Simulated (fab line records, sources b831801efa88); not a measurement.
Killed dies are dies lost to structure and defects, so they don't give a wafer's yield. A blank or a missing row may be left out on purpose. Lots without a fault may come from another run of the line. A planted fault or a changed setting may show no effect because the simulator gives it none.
A struck lot beside a sound one | flow sky130 | 17 steps out of a route of 708
Sound: wafers L656.1, L656.4, L656.6. Struck: wafers L661.1, L661.2, L661.6. The cause comes at the end.
At each step with rows: each side's tool, then ch and its chambers, then its first start. Under that, the readings that differ: sound wafers | struck wafers | difference of the means | sigmas: that difference in standard deviations of wafers without a fault.
alike: readings whose means differ by less than 2 such deviations, and words and numbers that are the same on both sides. not compared: withheld readings, readings that some wafer has no value for, bounds like >300 that may hide the same value, and numbers for which the record gives no deviation and whose values overlap.
The two part at a step that has a row with sigmas, a row that says differs or no value, or rows on one side only. Numbers that don't overlap but have no deviation are shown without sigmas and don't part them. A reading that every wafer of one side lacks parts them only if that side has two wafers or more.

first, 1 step without rows for these wafers: SKY_LDD_N_IMPLANT_15.
SKY_LDD_N_STRIP_16: strips in O2/N2.
  sound on plasma_asher-04 ch 0,1, day 17 23:46; struck on plasma_asher-04 ch 0,1, day 20 02:22
  reading                      | sound             | struck            | difference | sigmas
  strip_time_to_endpoint_s (s) | 4.290 4.300 4.305 | 4.321 4.332 4.345 | +0.034     | +2
  alike: chamber_pressure_mTorr, drypump_motor_current_A, oes_product_au
  not compared: rf_hours_counter_h
SKY_LDD_N_TW_MEAS_17:
  sound on film_metro-03, day 17 23:52; struck on film_metro-01, day 20 02:28
  alike: LDD_N_TW
then, 7 steps without rows for these wafers: SKY_LDD_P_DEHYDRATE_00 (time 60 s); SKY_LDD_P_HMDS_01 (prime time 60 s); SKY_LDD_P_COAT_02 (resist thk 1140 nm); SKY_LDD_P_SOFTBAKE_03 (time 60 s); SKY_LDD_P_EXPOSE_04 (exposes mask PSDM, target cd 380 nm); SKY_LDD_P_PEB_05; SKY_LDD_P_DEVELOP_06 (develop time 60 s).
SKY_LDD_P_CD_MEAS_07: target cd 380 nm.
  sound on cd_sem-02, day 19 05:02; struck on cd_sem-01, day 21 09:32
  reading    | sound             | struck            | difference | sigmas
  cd_nm (nm) | 377.5 377.4 379.7 | 384.9 384.1 383.6 | +6.0       | +3
SKY_LDD_P_OVL_MEAS_08:
  sound on overlay-01, day 19 05:09; struck on overlay-01, day 21 09:39
  alike: LDD_P_OVL
SKY_LDD_P_IMPLANT_09:
  sound on implanter-01 ch 0, day 19 05:11; struck on implanter-01 ch 0, day 21 09:46
  reading                   | sound             | struck            | difference | sigmas
  implant_ion_amu           | 49 49 49          | 11 11 11          | -38        |
  model.implant.rp_nm (nm)  | 20.37 20.37 20.37 | 82.36 82.36 82.36 | +61.99     |
  model.implant.drp_nm (nm) | 11.41 11.41 11.41 | 35.62 35.62 35.62 | +24.21     |
SKY_LDD_P_STRIP_10: strips in O2/N2.
  sound on plasma_asher-04 ch 0,1, day 19 05:20; struck on plasma_asher-01 ch 0,1, day 21 09:55
  alike: chamber_pressure_mTorr, drypump_motor_current_A, oes_product_au, strip_time_to_endpoint_s
  not compared: rf_hours_counter_h
SKY_LDD_P_TW_MEAS_11:
  sound on film_metro-04, day 19 05:26; struck on film_metro-01, day 21 10:01
  reading  | sound       | struck      | difference | sigmas
  LDD_P_TW | 635 631 634 | 412 413 413 | -221       | -33
then, 1 step without rows for these wafers: SKY_LDD_HVN_DEHYDRATE_00 (time 60 s).
-- the record jumps here: 26 days lie between the struck wafers' starts before and after (it left off in module LDD_HVN and takes up again in module PAD_OPEN, whose first step shown is number 708 of the route) --
SKY_PAD_OPEN_PROBE_99:
  sound on prober-02, day 45 19:43; struck on prober-01, day 47 06:18
  reading                                | sound             | struck            | difference | sigmas
  model.etest.tip_p.rs_ohm_sq            | 6970 6941 6959    | 6459 6425 6421    | -522       |
  model.etest.pfet_g5v0d10v5.r_on_ohm_um | 4792 4826 4817    | 4580 4576 4604    | -225       |
  model.etest.pfet_01v8.r_on_ohm_um      | 2967 3003 3008    | 2812 2787 2866    | -171       |
  model.etest.pfet_01v8.drive_ua_um      | 186.6 183.4 183.7 | 216.3 216.8 210.8 | +30.1      |
  model.etest.pfet_01v8_lvt.drive_ua_um  | 170.8 171.3 170   | 195.9 194.8 194.8 | +24.5      |
  model.etest.pfet_g5v0d10v5.drive_ua_um | 339.5 335.5 339.9 | 354.4 360.6 359.3 | +19.8      |
  model.etest.pfet_01v8_hvt.drive_ua_um  | 138.4 135.9 135.7 | 154.8 155.4 150.2 | +16.8      |
  model.etest.pfet_01v8_mvt.drive_ua_um  | 146.1 145.1 145.3 | 163.1 161.7 159.4 | +15.9      |
  alike: killed_at_M0_to_M3, killed_at_M4_up, killed_at_contacts, killed_at_front_end, killed_at_other, killed_dies, killed_on_rim, killed_open, killed_short

WHERE THEY PART
First at SKY_LDD_N_STRIP_16; last, within this record, at SKY_LDD_P_TW_MEAS_11. Later steps at which nothing parts them and some readings are alike: SKY_PAD_OPEN_PROBE_99.

WHY: what the simulator had put in
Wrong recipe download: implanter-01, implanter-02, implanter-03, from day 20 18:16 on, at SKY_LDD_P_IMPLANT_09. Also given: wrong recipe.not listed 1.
